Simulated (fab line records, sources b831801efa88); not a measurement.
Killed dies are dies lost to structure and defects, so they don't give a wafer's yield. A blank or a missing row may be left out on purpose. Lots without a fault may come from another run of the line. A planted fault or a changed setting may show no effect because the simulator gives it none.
Split-lot experiment | flow sfq_line | 5 lots, 12 wafers read, on a route of 325 steps

THE SPLIT
At SFQ_TRILAYER_I2_VIA_LITHO_COAT_072 (resist thk 62 nm), the setting spin_rpm was moved away from the recipe's 3000 rpm on 2 of the 12 wafers read, by -5.5% to -2.8%. The other wafers ran this setting at the recipe's value.

FROM THE SPLIT TO THE READING: what the file shows between them, 3 steps
- SFQ_TRILAYER_I2_VIA_LITHO_EXPOSE_068: exposes mask I2, target cd 500 nm (also split here: dose_mj)
- SFQ_TRILAYER_I2_VIA_LITHO_PEB_070: peb time 60 s
- SFQ_TRILAYER_I2_VIA_LITHO_DEVELOP_069: time 60 s

THE READING
etch.depth_nm (the simulator's own value, which no gauge read), in nm, at SFQ_TRILAYER_I2_VIA_BARC_OPEN_VIA_ETCH_096 (etches BARC in O2, target depth 125 nm, time 41.7 s). The file gives no usual value for it. The 10 wafers here that ran the recipe average 61.83 nm, standard deviation 0.21 nm.

wafer  | tool, chamber at the split | spin_rpm as run, rpm | against the recipe | etch.depth_nm, nm | against lot-mates on the recipe
L078.4 | litho_track-04, 0          | 3000                 | recipe             | 61.95             | -
L078.5 | litho_track-04, 0          | 2836                 | -5.5%              | 63.75             | +1.80
L079.3 | litho_track-04, 0          | 2917                 | -2.8%              | 62.35             | +0.58
L079.5 | litho_track-04, 0          | 3000                 | recipe             | 61.77             | -
L080.2 | litho_track-04, 0          | 3000                 | recipe             | 61.67             | -
L080.3 | litho_track-04, 0          | 3000                 | recipe             | 61.82             | -
L084.1 | litho_track-02, 0          | 3000                 | recipe             | 62.03             | -
L084.2 | litho_track-02, 0          | 3000                 | recipe             | 62.01             | -
L084.3 | litho_track-02, 0          | 3000                 | recipe             | 62.23             | -
L085.1 | litho_track-04, 0          | 3000                 | recipe             | 61.71             | -
L085.3 | litho_track-04, 0          | 3000                 | recipe             | 61.56             | -
L085.6 | litho_track-04, 0          | 3000                 | recipe             | 61.57             | -

THE FIT
A straight line over all 12 wafers: etch.depth_nm changes by -0.321 nm for each +1% of spin_rpm; r = -0.92; the points scatter about the line by 0.24 nm.
The same after taking each lot's own level away (the mean of its wafers on the recipe; 12 wafers): -0.308 nm for each +1%; r = -0.98; scatter 0.12 nm.
On that fit, the largest move of spin_rpm shifts the reading by 1.7 nm.
The lots' own levels span 61.613 to 62.090 nm, that is 2.3 times the standard deviation above.
So the lot-to-lot level changes the slope little: the two slopes agree.
Check: with one of the wafers moved furthest among these (-5.5%) left out of the fit, the line predicts +1.15 nm for it against its lot-mates. It came out at +1.8 nm against them.

OTHER SPLITS ON THESE WAFERS
These wafers also went through other splits before the reading. Each is held against what the fit with the lots' levels taken away leaves over:
other split on the same wafers                 | wafers away from the commonest value | r with etch.depth_nm (lot level and that fit taken away)
SFQ_TRILAYER_I2_CMP_CMP_064 leave_above_ref_nm | 4                                    | +0.03
SFQ_TRILAYER_I2_VIA_LITHO_EXPOSE_068 dose_mj   | 1                                    | -0.24

THE WHOLE CHAIN: every reading that the file lists as answering this split, in the file's order
step                                       | what it does                                        | reading                                                                                        | change (the file's fit)               | r (the file's)
SFQ_TRILAYER_I2_VIA_LITHO_COAT_072         | resist thk 62 nm                                    | BARC_of_TRILAYER_I2_VIA_LITHO_COAT_072.thk_nm (the simulator's own value, which no gauge read) | -0.293 nm for each +1% of the setting | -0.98
SFQ_TRILAYER_I2_VIA_BARC_OPEN_VIA_ETCH_096 | etches BARC in O2, target depth 125 nm, time 41.7 s | etch.depth_nm (the simulator's own value, which no gauge read)                                 | -0.304 nm for each +1% of the setting | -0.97

THE FILE'S OWN FIT
etch.depth_nm changes by -0.304 nm for each +1% of spin_rpm, r = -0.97.
